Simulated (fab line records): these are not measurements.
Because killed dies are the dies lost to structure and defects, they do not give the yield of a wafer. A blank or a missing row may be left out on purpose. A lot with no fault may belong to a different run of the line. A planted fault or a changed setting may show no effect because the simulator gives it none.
fab line records || flow sky130
record {"lots": 6, "wafers": 16, "last_day": 51}
route steps=708 shown VIA1@474 METAL2@483
lots that met no fault: from a run of the same line without faults
start_h: start of the lot's first displayed wafer, in hours after the record's first day || wait_h: hours elapsed since this lot's preceding step || " as in the row above || L1.1+2: one row covering several wafers at once || - value missing, or start not given || * or withheld: withheld || < > ~ a bound
route shown NAME@n: names a module that has steps shown in the file, with the first one's number in the route || usual: the fault-free wafers' mean and standard deviation || same: alike in all rows || chamber/n: place in a boat || sites: per-site readings || _std_site: the standard deviation of these || _edge_site: the outer-site mean with the inner-site mean subtracted || radius_mm: for every site, how far away it sits from the centre of the wafer || mask NAME#n: copy n || behind: the most recent tool/chamber to have shaped the wafer || hold: cause of the lot's hold/its duration in hours/its outcome || device: the n, p or np transistor that did not switch || end of line: the tests these same wafers got at the end of their route || for a step that has no rows: nothing shown but its recipe || killed: the dies lost at the first sort to structure and to defects; this is not the yield of the wafer || map: per-die view of a wafer (x killed, . not killed, _ where there is no die)
set.NAME: setting as actually run; set.NAME@STEP: the setting as run at that earlier step || model.NAME: the simulator's own value behind a step, which no gauge read
lots at some steps of the route; a table a step, a row a wafer
services: from which hour (start_h, from the record's first day; less than 0 if before it) a tool's chamber was out of use, for how many hours, and why
## steps
# step SKY_VIA1_STRIP_16
# recipe {"chemistry": "O2/N2", "power_w": 1400, "pressure_mtorr": 1500, "platen_temp_c": "withheld", "o2_flow_sccm": 3000, "n2_flow_sccm": 300, "overash_fraction": 0.5}
# usual {"drypump_motor_current_A": "5.3/0.34", "oes_product_au": "0.415/0.0046", "strip_time_to_endpoint_s": "4.447/0.025"}
{"lot.wafer": "L479.4", "tool": "plasma_asher-01", "chamber": 1, "start_h": 821.54, "wait_h": 0.1, "drypump_motor_current_A": 4.7, "oes_product_au": 0.407, "rf_hours_counter_h": "-", "strip_time_to_endpoint_s": 4.456}
{"lot.wafer": "L479.5", "tool": "plasma_asher-01", "chamber": 1, "start_h": 821.54, "wait_h": 0.1, "drypump_motor_current_A": 4.6, "oes_product_au": 0.417, "rf_hours_counter_h": "-", "strip_time_to_endpoint_s": 4.444}
{"lot.wafer": "L479.6", "tool": "plasma_asher-01", "chamber": 0, "start_h": 821.54, "wait_h": 0.1, "drypump_motor_current_A": 5.9, "oes_product_au": 0.421, "rf_hours_counter_h": "-", "strip_time_to_endpoint_s": 4.475}
{"lot.wafer": "L482.1", "tool": "plasma_asher-01", "chamber": 1, "start_h": 848.06, "wait_h": 0.0, "drypump_motor_current_A": 4.6, "oes_product_au": 0.414, "rf_hours_counter_h": 71, "strip_time_to_endpoint_s": 4.403}
{"lot.wafer": "L482.3", "tool": "plasma_asher-01", "chamber": 0, "start_h": 848.06, "wait_h": 0.0, "drypump_motor_current_A": 5.9, "oes_product_au": 0.413, "rf_hours_counter_h": "-", "strip_time_to_endpoint_s": 4.439}
{"lot.wafer": "L482.5", "tool": "plasma_asher-01", "chamber": 1, "start_h": 848.06, "wait_h": 0.0, "drypump_motor_current_A": 4.6, "oes_product_au": 0.411, "rf_hours_counter_h": "-", "strip_time_to_endpoint_s": 4.430}
{"lot.wafer": "L495.1", "tool": "plasma_asher-03", "chamber": 1, "start_h": 945.96, "wait_h": 0.0, "drypump_motor_current_A": 5.2, "oes_product_au": 0.416, "rf_hours_counter_h": 49, "strip_time_to_endpoint_s": 4.429}
{"lot.wafer": "L495.3", "tool": "plasma_asher-03", "chamber": 1, "start_h": 945.96, "wait_h": 0.0, "drypump_motor_current_A": 5.2, "oes_product_au": 0.415, "rf_hours_counter_h": "-", "strip_time_to_endpoint_s": 4.449}
{"lot.wafer": "L496.3", "tool": "plasma_asher-01", "chamber": 0, "start_h": 960.74, "wait_h": 0.1, "drypump_motor_current_A": 5.9, "oes_product_au": 0.407, "rf_hours_counter_h": "-", "strip_time_to_endpoint_s": 4.479}
{"lot.wafer": "L496.6", "tool": "plasma_asher-01", "chamber": 0, "start_h": 960.74, "wait_h": 0.1, "drypump_motor_current_A": 5.9, "oes_product_au": 0.422, "rf_hours_counter_h": "-", "strip_time_to_endpoint_s": 4.451}
{"lot.wafer": "L498.2", "tool": "plasma_asher-03", "chamber": 1, "start_h": 970.70, "wait_h": 0.0, "drypump_motor_current_A": 5.2, "oes_product_au": 0.420, "rf_hours_counter_h": 52, "strip_time_to_endpoint_s": 4.436}
{"lot.wafer": "L498.4", "tool": "plasma_asher-03", "chamber": 0, "start_h": 970.70, "wait_h": 0.0, "drypump_motor_current_A": 5.4, "oes_product_au": 0.423, "rf_hours_counter_h": "-", "strip_time_to_endpoint_s": 4.475}
{"lot.wafer": "L498.5", "tool": "plasma_asher-03", "chamber": 1, "start_h": 970.70, "wait_h": 0.0, "drypump_motor_current_A": 5.2, "oes_product_au": 0.418, "rf_hours_counter_h": "-", "strip_time_to_endpoint_s": 4.512}
{"lot.wafer": "L499.1", "tool": "plasma_asher-03", "chamber": 0, "start_h": 978.81, "wait_h": 0.0, "drypump_motor_current_A": 5.4, "oes_product_au": 0.418, "rf_hours_counter_h": 52, "strip_time_to_endpoint_s": 4.430}
{"lot.wafer": "L499.2", "tool": "plasma_asher-03", "chamber": 1, "start_h": 978.81, "wait_h": 0.0, "drypump_motor_current_A": 5.2, "oes_product_au": 0.413, "rf_hours_counter_h": 52, "strip_time_to_endpoint_s": 4.410}
{"lot.wafer": "L499.3", "tool": "plasma_asher-03", "chamber": 1, "start_h": 978.81, "wait_h": 0.0, "drypump_motor_current_A": 5.2, "oes_product_au": 0.413, "rf_hours_counter_h": "-", "strip_time_to_endpoint_s": 4.455}
# step SKY_VIA1_STRIP_17
# recipe {"chemistry": "post_etch_residue_remover", "time_s": 1200, "temp_c": 72.5}
# step SKY_VIA1_CLEAN_18
# recipe {"chemistry": "IPA", "time_s": 180, "temp_c": 25}
# step SKY_VIA1_CLEAN_19
# recipe {"chemistry": "O3/DIW", "dry": "n2_spin"}
# step SKY_VIA1_SPUTTER_20
# recipe {"material": "TiN", "target_thk_nm": 20, "chamber_pressure_pa": 5, "power_w": 4000, "time_s": 80}
# step SKY_VIA1_CVD_21
# recipe {"material": "W", "target_thk_nm": 270, "time_s": 80.902, "temp_c": 400, "pressure_torr": 40}
# step SKY_VIA1_RS_MEAS_22
# recipe {"thk_meas_gauge": "four-point-probe", "reads": "W_of_VIA1_CVD_21+TiN_of_VIA1_SPUTTER_20"}
# usual {"VIA1_W_RS": "0.424/0.0094"}
{"lot.wafer": "L479.4", "tool": "film_metro-02", "chamber": "-", "start_h": 822.31, "wait_h": 0.1, "VIA1_W_RS[ohm/sq]": 0.424}
{"lot.wafer": "L479.5", "tool": "film_metro-02", "chamber": "-", "start_h": 822.31, "wait_h": 0.1, "VIA1_W_RS[ohm/sq]": 0.436}
{"lot.wafer": "L479.6", "tool": "film_metro-02", "chamber": "-", "start_h": 822.31, "wait_h": 0.1, "VIA1_W_RS[ohm/sq]": 0.424}
{"lot.wafer": "L482.1", "tool": "film_metro-04", "chamber": "-", "start_h": 848.84, "wait_h": 0.1, "VIA1_W_RS[ohm/sq]": 0.432}
{"lot.wafer": "L482.3", "tool": "film_metro-04", "chamber": "-", "start_h": 848.84, "wait_h": 0.1, "VIA1_W_RS[ohm/sq]": 0.408}
{"lot.wafer": "L482.5", "tool": "film_metro-04", "chamber": "-", "start_h": 848.84, "wait_h": 0.1, "VIA1_W_RS[ohm/sq]": 0.430}
{"lot.wafer": "L495.1", "tool": "film_metro-02", "chamber": "-", "start_h": 946.73, "wait_h": 0.1, "VIA1_W_RS[ohm/sq]": 0.410}
{"lot.wafer": "L495.3", "tool": "film_metro-02", "chamber": "-", "start_h": 946.73, "wait_h": 0.1, "VIA1_W_RS[ohm/sq]": 0.409}
{"lot.wafer": "L496.3", "tool": "film_metro-02", "chamber": "-", "start_h": 961.50, "wait_h": 0.1, "VIA1_W_RS[ohm/sq]": 0.431}
{"lot.wafer": "L496.6", "tool": "film_metro-02", "chamber": "-", "start_h": 961.50, "wait_h": 0.1, "VIA1_W_RS[ohm/sq]": 0.421}
{"lot.wafer": "L498.2", "tool": "film_metro-03", "chamber": "-", "start_h": 971.48, "wait_h": 0.1, "VIA1_W_RS[ohm/sq]": 0.420}
{"lot.wafer": "L498.4", "tool": "film_metro-03", "chamber": "-", "start_h": 971.48, "wait_h": 0.1, "VIA1_W_RS[ohm/sq]": 0.429}
{"lot.wafer": "L498.5", "tool": "film_metro-03", "chamber": "-", "start_h": 971.48, "wait_h": 0.1, "VIA1_W_RS[ohm/sq]": 0.425}
{"lot.wafer": "L499.1", "tool": "film_metro-02", "chamber": "-", "start_h": 979.64, "wait_h": 0.1, "VIA1_W_RS[ohm/sq]": 0.431}
{"lot.wafer": "L499.2", "tool": "film_metro-02", "chamber": "-", "start_h": 979.64, "wait_h": 0.1, "VIA1_W_RS[ohm/sq]": 0.438}
{"lot.wafer": "L499.3", "tool": "film_metro-02", "chamber": "-", "start_h": 979.64, "wait_h": 0.1, "VIA1_W_RS[ohm/sq]": 0.433}
# step SKY_VIA1_THK_MEAS_23
# recipe {"thk_meas_gauge": "xrf", "reads": "W_of_VIA1_CVD_21"}
# usual {"VIA1_W_THK": "273/6.1"}
{"lot.wafer": "L479.4", "tool": "film_metro-02", "chamber": "-", "start_h": 822.40, "wait_h": 0.1, "VIA1_W_THK[nm]": 274}
{"lot.wafer": "L479.5", "tool": "film_metro-02", "chamber": "-", "start_h": 822.40, "wait_h": 0.1, "VIA1_W_THK[nm]": 267}
{"lot.wafer": "L479.6", "tool": "film_metro-02", "chamber": "-", "start_h": 822.40, "wait_h": 0.1, "VIA1_W_THK[nm]": 278}
{"lot.wafer": "L482.1", "tool": "film_metro-04", "chamber": "-", "start_h": 848.96, "wait_h": 0.1, "VIA1_W_THK[nm]": 267}
{"lot.wafer": "L482.3", "tool": "film_metro-04", "chamber": "-", "start_h": 848.96, "wait_h": 0.1, "VIA1_W_THK[nm]": 283}
{"lot.wafer": "L482.5", "tool": "film_metro-04", "chamber": "-", "start_h": 848.96, "wait_h": 0.1, "VIA1_W_THK[nm]": 268}
{"lot.wafer": "L495.1", "tool": "film_metro-02", "chamber": "-", "start_h": 946.85, "wait_h": 0.1, "VIA1_W_THK[nm]": 284}
{"lot.wafer": "L495.3", "tool": "film_metro-02", "chamber": "-", "start_h": 946.85, "wait_h": 0.1, "VIA1_W_THK[nm]": 284}
{"lot.wafer": "L496.3", "tool": "film_metro-02", "chamber": "-", "start_h": 961.60, "wait_h": 0.1, "VIA1_W_THK[nm]": 271}
{"lot.wafer": "L496.6", "tool": "film_metro-02", "chamber": "-", "start_h": 961.60, "wait_h": 0.1, "VIA1_W_THK[nm]": 277}
{"lot.wafer": "L498.2", "tool": "film_metro-03", "chamber": "-", "start_h": 971.59, "wait_h": 0.1, "VIA1_W_THK[nm]": 275}
{"lot.wafer": "L498.4", "tool": "film_metro-03", "chamber": "-", "start_h": 971.59, "wait_h": 0.1, "VIA1_W_THK[nm]": 271}
{"lot.wafer": "L498.5", "tool": "film_metro-03", "chamber": "-", "start_h": 971.59, "wait_h": 0.1, "VIA1_W_THK[nm]": 273}
{"lot.wafer": "L499.1", "tool": "film_metro-02", "chamber": "-", "start_h": 979.76, "wait_h": 0.1, "VIA1_W_THK[nm]": 271}
{"lot.wafer": "L499.2", "tool": "film_metro-02", "chamber": "-", "start_h": 979.76, "wait_h": 0.1, "VIA1_W_THK[nm]": 267}
{"lot.wafer": "L499.3", "tool": "film_metro-02", "chamber": "-", "start_h": 979.76, "wait_h": 0.1, "VIA1_W_THK[nm]": 270}
# step SKY_VIA1_CMP_24
# recipe {"stop_on": "SiO2", "t_overpolish_s": 15, "down_force_psi": 3.5, "platen_rpm": 60, "target_thk_nm": 0, "pad_velocity_m_s": 0.94248}
# usual {"motor_current_A": "11.1/1.7", "overpolish_run_s": "15.000/0.009", "time_to_endpoint_s": "67/3.2"}
# same {"t_overpolish_s": 15}
{"lot.wafer": "L479.4", "tool": "cmp-02", "chamber": 0, "start_h": 822.53, "wait_h": 0.1, "motor_current_A": 11.4, "overpolish_run_s": 15.019, "time_to_endpoint_s": 68}
{"lot.wafer": "L479.6", "tool": "cmp-02", "chamber": 2, "start_h": 822.53, "wait_h": 0.1, "motor_current_A": 9.6, "overpolish_run_s": 15.002, "time_to_endpoint_s": 64}
{"lot.wafer": "L479.5", "tool": "cmp-02", "chamber": 3, "start_h": 822.53, "wait_h": 0.1, "motor_current_A": 10.5, "overpolish_run_s": 14.987, "time_to_endpoint_s": 67}
{"lot.wafer": "L482.1", "tool": "cmp-02", "chamber": 2, "start_h": 849.12, "wait_h": 0.1, "motor_current_A": 9.9, "overpolish_run_s": 14.991, "time_to_endpoint_s": 66}
{"lot.wafer": "L482.3", "tool": "cmp-02", "chamber": 3, "start_h": 849.12, "wait_h": 0.1, "motor_current_A": 10.7, "overpolish_run_s": 15.006, "time_to_endpoint_s": 68}
{"lot.wafer": "L482.5", "tool": "cmp-02", "chamber": 0, "start_h": 849.12, "wait_h": 0.1, "motor_current_A": 12.2, "overpolish_run_s": 14.997, "time_to_endpoint_s": 70}
{"lot.wafer": "L495.1", "tool": "cmp-01", "chamber": 2, "start_h": 947.13, "wait_h": 0.3, "motor_current_A": 10.0, "overpolish_run_s": 14.991, "time_to_endpoint_s": 69}
{"lot.wafer": "L495.3", "tool": "cmp-01", "chamber": 3, "start_h": 947.13, "wait_h": 0.3, "motor_current_A": 14.2, "overpolish_run_s": 15.004, "time_to_endpoint_s": 70}
{"lot.wafer": "L496.3", "tool": "cmp-01", "chamber": 1, "start_h": 961.69, "wait_h": 0.1, "motor_current_A": 10.7, "overpolish_run_s": 15.003, "time_to_endpoint_s": 69}
{"lot.wafer": "L496.6", "tool": "cmp-01", "chamber": 1, "start_h": 961.69, "wait_h": 0.1, "motor_current_A": 11.4, "overpolish_run_s": 15.022, "time_to_endpoint_s": 70}
{"lot.wafer": "L498.2", "tool": "cmp-02", "chamber": 2, "start_h": 971.64, "wait_h": 0.0, "motor_current_A": 10.2, "overpolish_run_s": 15.003, "time_to_endpoint_s": 61}
{"lot.wafer": "L498.4", "tool": "cmp-02", "chamber": 3, "start_h": 971.64, "wait_h": 0.0, "motor_current_A": 10.4, "overpolish_run_s": 15.014, "time_to_endpoint_s": 60}
{"lot.wafer": "L498.5", "tool": "cmp-02", "chamber": 2, "start_h": 971.64, "wait_h": 0.0, "motor_current_A": 9.7, "overpolish_run_s": 14.992, "time_to_endpoint_s": 61}
{"lot.wafer": "L499.3", "tool": "cmp-01", "chamber": 2, "start_h": 979.82, "wait_h": 0.0, "motor_current_A": 10.2, "overpolish_run_s": 15.004, "time_to_endpoint_s": 69}
{"lot.wafer": "L499.1", "tool": "cmp-01", "chamber": 0, "start_h": 979.82, "wait_h": 0.0, "motor_current_A": 13.2, "overpolish_run_s": 15.001, "time_to_endpoint_s": 65}
{"lot.wafer": "L499.2", "tool": "cmp-01", "chamber": 1, "start_h": 979.82, "wait_h": 0.0, "motor_current_A": 10.9, "overpolish_run_s": 15.002, "time_to_endpoint_s": 65}
# step SKY_METAL2_SPUTTER_00
# recipe {"material": "Ti", "target_thk_nm": 15, "power_w": 3000, "time_s": 10, "chamber_pressure_pa": 0.4}
# usual {"throttle_valve_pct": "29.5/1.1"}
# same {"time_s": 10}
{"lot.wafer": "L479.4", "tool": "pvd_sputter-01", "chamber": "-", "start_h": 822.73, "wait_h": 0.1, "throttle_valve_pct": 29.6}
{"lot.wafer": "L479.5", "tool": "pvd_sputter-01", "chamber": "-", "start_h": 822.73, "wait_h": 0.1, "throttle_valve_pct": 29.6}
{"lot.wafer": "L479.6", "tool": "pvd_sputter-01", "chamber": "-", "start_h": 822.73, "wait_h": 0.1, "throttle_valve_pct": 31.1}
{"lot.wafer": "L482.1", "tool": "pvd_sputter-04", "chamber": "-", "start_h": 849.32, "wait_h": 0.1, "throttle_valve_pct": 28.8}
{"lot.wafer": "L482.3", "tool": "pvd_sputter-04", "chamber": "-", "start_h": 849.32, "wait_h": 0.1, "throttle_valve_pct": 30.6}
{"lot.wafer": "L482.5", "tool": "pvd_sputter-04", "chamber": "-", "start_h": 849.32, "wait_h": 0.1, "throttle_valve_pct": 29.0}
{"lot.wafer": "L495.1", "tool": "pvd_sputter-04", "chamber": "-", "start_h": 947.33, "wait_h": 0.1, "throttle_valve_pct": 30.6}
{"lot.wafer": "L495.3", "tool": "pvd_sputter-04", "chamber": "-", "start_h": 947.33, "wait_h": 0.1, "throttle_valve_pct": 29.4}
{"lot.wafer": "L496.3", "tool": "pvd_sputter-04", "chamber": "-", "start_h": 961.94, "wait_h": 0.2, "throttle_valve_pct": 30.8}
{"lot.wafer": "L496.6", "tool": "pvd_sputter-04", "chamber": "-", "start_h": 961.94, "wait_h": 0.2, "throttle_valve_pct": 30.6}
{"lot.wafer": "L498.2", "tool": "pvd_sputter-01", "chamber": "-", "start_h": 971.94, "wait_h": 0.2, "throttle_valve_pct": 30.6}
{"lot.wafer": "L498.4", "tool": "pvd_sputter-01", "chamber": "-", "start_h": 971.94, "wait_h": 0.2, "throttle_valve_pct": 30.9}
{"lot.wafer": "L498.5", "tool": "pvd_sputter-01", "chamber": "-", "start_h": 971.94, "wait_h": 0.2, "throttle_valve_pct": 29.8}
{"lot.wafer": "L499.1", "tool": "pvd_sputter-01", "chamber": "-", "start_h": 980.12, "wait_h": 0.1, "throttle_valve_pct": 31.2}
{"lot.wafer": "L499.2", "tool": "pvd_sputter-01", "chamber": "-", "start_h": 980.12, "wait_h": 0.1, "throttle_valve_pct": 29.5}
{"lot.wafer": "L499.3", "tool": "pvd_sputter-01", "chamber": "-", "start_h": 980.12, "wait_h": 0.1, "throttle_valve_pct": 30.1}
# step SKY_METAL2_SPUTTER_01
# recipe {"material": "TiN", "target_thk_nm": 20, "power_w": 6500, "time_s": 16.7, "chamber_pressure_pa": 0.4}
# step SKY_METAL2_SPUTTER_02
# recipe {"material": "AlCu", "target_thk_nm": 250, "power_w": 10600, "time_s": 13.3, "chamber_pressure_pa": 0.4}
# usual {"throttle_valve_pct": "29.5/1"}
# same {"time_s": 13.3}
{"lot.wafer": "L479.4", "tool": "pvd_sputter-01", "chamber": "-", "start_h": 822.78, "wait_h": 0.0, "throttle_valve_pct": 29.6}
{"lot.wafer": "L479.5", "tool": "pvd_sputter-01", "chamber": "-", "start_h": 822.78, "wait_h": 0.0, "throttle_valve_pct": 29.5}
{"lot.wafer": "L479.6", "tool": "pvd_sputter-01", "chamber": "-", "start_h": 822.78, "wait_h": 0.0, "throttle_valve_pct": 31.0}
{"lot.wafer": "L482.1", "tool": "pvd_sputter-04", "chamber": "-", "start_h": 849.37, "wait_h": 0.0, "throttle_valve_pct": 29.1}
{"lot.wafer": "L482.3", "tool": "pvd_sputter-04", "chamber": "-", "start_h": 849.37, "wait_h": 0.0, "throttle_valve_pct": 30.8}
{"lot.wafer": "L482.5", "tool": "pvd_sputter-04", "chamber": "-", "start_h": 849.37, "wait_h": 0.0, "throttle_valve_pct": 29.0}
{"lot.wafer": "L495.1", "tool": "pvd_sputter-04", "chamber": "-", "start_h": 947.38, "wait_h": 0.0, "throttle_valve_pct": 30.4}
{"lot.wafer": "L495.3", "tool": "pvd_sputter-04", "chamber": "-", "start_h": 947.38, "wait_h": 0.0, "throttle_valve_pct": 29.3}
{"lot.wafer": "L496.3", "tool": "pvd_sputter-04", "chamber": "-", "start_h": 961.99, "wait_h": 0.0, "throttle_valve_pct": 31.1}
{"lot.wafer": "L496.6", "tool": "pvd_sputter-04", "chamber": "-", "start_h": 961.99, "wait_h": 0.0, "throttle_valve_pct": 30.7}
{"lot.wafer": "L498.2", "tool": "pvd_sputter-01", "chamber": "-", "start_h": 971.99, "wait_h": 0.0, "throttle_valve_pct": 30.5}
{"lot.wafer": "L498.4", "tool": "pvd_sputter-01", "chamber": "-", "start_h": 971.99, "wait_h": 0.0, "throttle_valve_pct": 31.0}
{"lot.wafer": "L498.5", "tool": "pvd_sputter-01", "chamber": "-", "start_h": 971.99, "wait_h": 0.0, "throttle_valve_pct": 29.8}
{"lot.wafer": "L499.1", "tool": "pvd_sputter-01", "chamber": "-", "start_h": 980.16, "wait_h": 0.0, "throttle_valve_pct": 31.1}
{"lot.wafer": "L499.2", "tool": "pvd_sputter-01", "chamber": "-", "start_h": 980.16, "wait_h": 0.0, "throttle_valve_pct": 29.3}
{"lot.wafer": "L499.3", "tool": "pvd_sputter-01", "chamber": "-", "start_h": 980.16, "wait_h": 0.0, "throttle_valve_pct": 30.5}
# step SKY_METAL2_SPUTTER_03
# recipe {"material": "Ti", "target_thk_nm": 5, "power_w": 3000, "time_s": 3.3, "chamber_pressure_pa": 0.4}
# usual {"throttle_valve_pct": "29.5/1"}
{"lot.wafer": "L479.4", "tool": "pvd_sputter-01", "chamber": "-", "start_h": 822.80, "wait_h": 0.0, "throttle_valve_pct": 29.5, "model.Ti_of_METAL2_SPUTTER_03.thk_nm": 5.001}
{"lot.wafer": "L479.5", "tool": "pvd_sputter-01", "chamber": "-", "start_h": 822.80, "wait_h": 0.0, "throttle_valve_pct": 29.4, "model.Ti_of_METAL2_SPUTTER_03.thk_nm": 5.03}
{"lot.wafer": "L479.6", "tool": "pvd_sputter-01", "chamber": "-", "start_h": 822.80, "wait_h": 0.0, "throttle_valve_pct": 31.2, "model.Ti_of_METAL2_SPUTTER_03.thk_nm": 5.081}
{"lot.wafer": "L482.1", "tool": "pvd_sputter-04", "chamber": "-", "start_h": 849.40, "wait_h": 0.0, "throttle_valve_pct": 28.8, "model.Ti_of_METAL2_SPUTTER_03.thk_nm": 4.912}
{"lot.wafer": "L482.3", "tool": "pvd_sputter-04", "chamber": "-", "start_h": 849.40, "wait_h": 0.0, "throttle_valve_pct": 30.8, "model.Ti_of_METAL2_SPUTTER_03.thk_nm": 4.762}
{"lot.wafer": "L482.5", "tool": "pvd_sputter-04", "chamber": "-", "start_h": 849.40, "wait_h": 0.0, "throttle_valve_pct": 28.7, "model.Ti_of_METAL2_SPUTTER_03.thk_nm": 4.89}
{"lot.wafer": "L495.1", "tool": "pvd_sputter-04", "chamber": "-", "start_h": 947.40, "wait_h": 0.0, "throttle_valve_pct": 30.7, "model.Ti_of_METAL2_SPUTTER_03.thk_nm": 2.852}
{"lot.wafer": "L495.3", "tool": "pvd_sputter-04", "chamber": "-", "start_h": 947.40, "wait_h": 0.0, "throttle_valve_pct": 29.4, "model.Ti_of_METAL2_SPUTTER_03.thk_nm": 3.057}
{"lot.wafer": "L496.3", "tool": "pvd_sputter-04", "chamber": "-", "start_h": 962.01, "wait_h": 0.0, "throttle_valve_pct": 30.7, "model.Ti_of_METAL2_SPUTTER_03.thk_nm": 2.921}
{"lot.wafer": "L496.6", "tool": "pvd_sputter-04", "chamber": "-", "start_h": 962.01, "wait_h": 0.0, "throttle_valve_pct": 30.6, "model.Ti_of_METAL2_SPUTTER_03.thk_nm": 4.837}
{"lot.wafer": "L498.2", "tool": "pvd_sputter-01", "chamber": "-", "start_h": 972.02, "wait_h": 0.0, "throttle_valve_pct": 30.6, "model.Ti_of_METAL2_SPUTTER_03.thk_nm": 4.891}
{"lot.wafer": "L498.4", "tool": "pvd_sputter-01", "chamber": "-", "start_h": 972.02, "wait_h": 0.0, "throttle_valve_pct": 31.2, "model.Ti_of_METAL2_SPUTTER_03.thk_nm": 4.84}
{"lot.wafer": "L498.5", "tool": "pvd_sputter-01", "chamber": "-", "start_h": 972.02, "wait_h": 0.0, "throttle_valve_pct": 29.9, "model.Ti_of_METAL2_SPUTTER_03.thk_nm": 4.883}
{"lot.wafer": "L499.1", "tool": "pvd_sputter-01", "chamber": "-", "start_h": 980.19, "wait_h": 0.0, "throttle_valve_pct": 30.9, "model.Ti_of_METAL2_SPUTTER_03.thk_nm": 4.844}
{"lot.wafer": "L499.2", "tool": "pvd_sputter-01", "chamber": "-", "start_h": 980.19, "wait_h": 0.0, "throttle_valve_pct": 29.6, "model.Ti_of_METAL2_SPUTTER_03.thk_nm": 4.958}
{"lot.wafer": "L499.3", "tool": "pvd_sputter-01", "chamber": "-", "start_h": 980.19, "wait_h": 0.0, "throttle_valve_pct": 30.4, "model.Ti_of_METAL2_SPUTTER_03.thk_nm": 4.722}
# step SKY_METAL2_SPUTTER_04
# recipe {"material": "TiN", "target_thk_nm": 70, "power_w": 6500, "time_s": 58.3, "chamber_pressure_pa": 0.4}
# usual {"throttle_valve_pct": "29.5/1"}
# same {"time_s": 58.3}
{"lot.wafer": "L479.4", "tool": "pvd_sputter-01", "chamber": "-", "start_h": 822.82, "wait_h": 0.0, "throttle_valve_pct": 29.6}
{"lot.wafer": "L479.5", "tool": "pvd_sputter-01", "chamber": "-", "start_h": 822.82, "wait_h": 0.0, "throttle_valve_pct": 29.6}
{"lot.wafer": "L479.6", "tool": "pvd_sputter-01", "chamber": "-", "start_h": 822.82, "wait_h": 0.0, "throttle_valve_pct": 30.8}
{"lot.wafer": "L482.1", "tool": "pvd_sputter-04", "chamber": "-", "start_h": 849.42, "wait_h": 0.0, "throttle_valve_pct": 28.9}
{"lot.wafer": "L482.3", "tool": "pvd_sputter-04", "chamber": "-", "start_h": 849.42, "wait_h": 0.0, "throttle_valve_pct": 30.7}
{"lot.wafer": "L482.5", "tool": "pvd_sputter-04", "chamber": "-", "start_h": 849.42, "wait_h": 0.0, "throttle_valve_pct": 28.9}
{"lot.wafer": "L495.1", "tool": "pvd_sputter-04", "chamber": "-", "start_h": 947.42, "wait_h": 0.0, "throttle_valve_pct": 30.5}
{"lot.wafer": "L495.3", "tool": "pvd_sputter-04", "chamber": "-", "start_h": 947.42, "wait_h": 0.0, "throttle_valve_pct": 29.4}
{"lot.wafer": "L496.3", "tool": "pvd_sputter-04", "chamber": "-", "start_h": 962.03, "wait_h": 0.0, "throttle_valve_pct": 30.6}
{"lot.wafer": "L496.6", "tool": "pvd_sputter-04", "chamber": "-", "start_h": 962.03, "wait_h": 0.0, "throttle_valve_pct": 30.6}
{"lot.wafer": "L498.2", "tool": "pvd_sputter-01", "chamber": "-", "start_h": 972.03, "wait_h": 0.0, "throttle_valve_pct": 30.5}
{"lot.wafer": "L498.4", "tool": "pvd_sputter-01", "chamber": "-", "start_h": 972.03, "wait_h": 0.0, "throttle_valve_pct": 30.8}
{"lot.wafer": "L498.5", "tool": "pvd_sputter-01", "chamber": "-", "start_h": 972.03, "wait_h": 0.0, "throttle_valve_pct": 30.0}
{"lot.wafer": "L499.1", "tool": "pvd_sputter-01", "chamber": "-", "start_h": 980.21, "wait_h": 0.0, "throttle_valve_pct": 31.0}
{"lot.wafer": "L499.2", "tool": "pvd_sputter-01", "chamber": "-", "start_h": 980.21, "wait_h": 0.0, "throttle_valve_pct": 29.7}
{"lot.wafer": "L499.3", "tool": "pvd_sputter-01", "chamber": "-", "start_h": 980.21, "wait_h": 0.0, "throttle_valve_pct": 30.5}
## services
{"tool": "plasma_asher-01", "chamber": "-", "start_h": 805.76, "hours": 2.8, "kind": "pm"}
{"tool": "cmp-01", "chamber": "-", "start_h": 809.20, "hours": 3.0, "kind": "repair"}
{"tool": "plasma_asher-01", "chamber": "-", "start_h": 833.46, "hours": 3.6, "kind": "repair"}
{"tool": "pvd_sputter-01", "chamber": "-", "start_h": 853.43, "hours": 13.4, "kind": "repair"}
{"tool": "cmp-02", "chamber": "-", "start_h": 912.00, "hours": 4.0, "kind": "pm"}
{"tool": "cmp-02", "chamber": "-", "start_h": 916.00, "hours": "-", "kind": "consumable_replace:conditioner"}
{"tool": "cmp-02", "chamber": "-", "start_h": 916.00, "hours": "-", "kind": "consumable_replace:pad"}
{"tool": "pvd_sputter-01", "chamber": "-", "start_h": 921.39, "hours": 1.7, "kind": "repair"}
{"tool": "cmp-02", "chamber": "-", "start_h": 944.91, "hours": 4.8, "kind": "repair"}
{"tool": "pvd_sputter-01", "chamber": "-", "start_h": 967.40, "hours": 4.0, "kind": "repair"}
{"tool": "cmp-02", "chamber": "-", "start_h": 974.45, "hours": 3.7, "kind": "pm"}
## key
first_sign none at tools or gauges
model_effect {"step": "SKY_METAL2_SPUTTER_03", "value": "Ti_of_METAL2_SPUTTER_03.thk_nm", "without": 4.898, "struck": 2.943}
met_at SKY_METAL2_SPUTTER_03
struck_wafers L495.1,L495.3,L496.3
onset_between 849.40 947.40
fault {"kind": "process_parameter_drift", "tool": "pvd_sputter-04", "chamber": "-", "onset_h": 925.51, "steps": "SKY_METAL2_SPUTTER_03", "channel": "target_thk_nm", "offset": -1.9542, "shape": "step", "end_h": 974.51, "scope": "struck_wafers_only", "acts_in": "these_recipes_only", "stated": 5}
